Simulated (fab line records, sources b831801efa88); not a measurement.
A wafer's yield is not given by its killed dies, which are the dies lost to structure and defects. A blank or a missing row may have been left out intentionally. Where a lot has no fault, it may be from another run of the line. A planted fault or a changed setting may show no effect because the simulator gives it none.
The tool behind it: which one? -- flow gf180mcu -- Sampling: 7 lots, 21 wafers, 2 of 602 route steps

WHAT THE GAUGES READ, wafer by wafer
GF_M1_OVL_MEAS_15.
lot,measured,on,M1_OVL (nm)
L302,day 17 10:35,overlay-02,-9 -1 -5
L305,day 18 12:56,overlay-01,-1 -3 -1
L308,day 19 19:03,overlay-02,-9 -3 -5
L311,day 20 21:07,overlay-02,-6 -6 -5
L314,day 22 00:23,overlay-01,-9 -8 -5
L316,day 22 17:59,overlay-01,-7 -8 -10
L318,day 23 10:59,overlay-02,-14 -10 1

EACH LOT AND THE TOOL THAT RAN IT (in order: tool; ch and the chambers of the sampled wafers; start)
lot,GF_POLY_GATE_DEVELOP_09
L302,"litho-track-03 ch 0, day 9 10:32"
L305,"litho-track-01 ch 0, day 10 07:10"
L308,"litho-track-04 ch 0, day 11 06:37"
L311,"litho-track-03 ch 0, day 12 02:41"
L314,"litho-track-01 ch 0, day 12 23:40"
L316,"litho-track-04 ch 0, day 13 16:11"
L318,"litho-track-03 ch 0, day 14 08:17"
- GF_POLY_GATE_DEVELOP_09: develop time 60 s.

THE ANSWER, worked out from the rows above alone
Rule: what is usual is taken from the lots themselves. The widest of any qualifying gaps counts: lots, ordered by their means at a reading, are off when they make up no more than a third of the lots, leave a main group of 4 or more, and stand apart from it by 3 or more times the standard deviation of that group's means. A main group whose means are all the same, to the digits that the tables above print for the reading, isn't used. A lot without any number at a reading at which 4 lots or more have one is off too. Where the step has rows for the other lots, those lots are counted as sound.
None of the lots is off at any reading shown; this tells nothing.

WHAT THE SIMULATOR HAD PUT IN
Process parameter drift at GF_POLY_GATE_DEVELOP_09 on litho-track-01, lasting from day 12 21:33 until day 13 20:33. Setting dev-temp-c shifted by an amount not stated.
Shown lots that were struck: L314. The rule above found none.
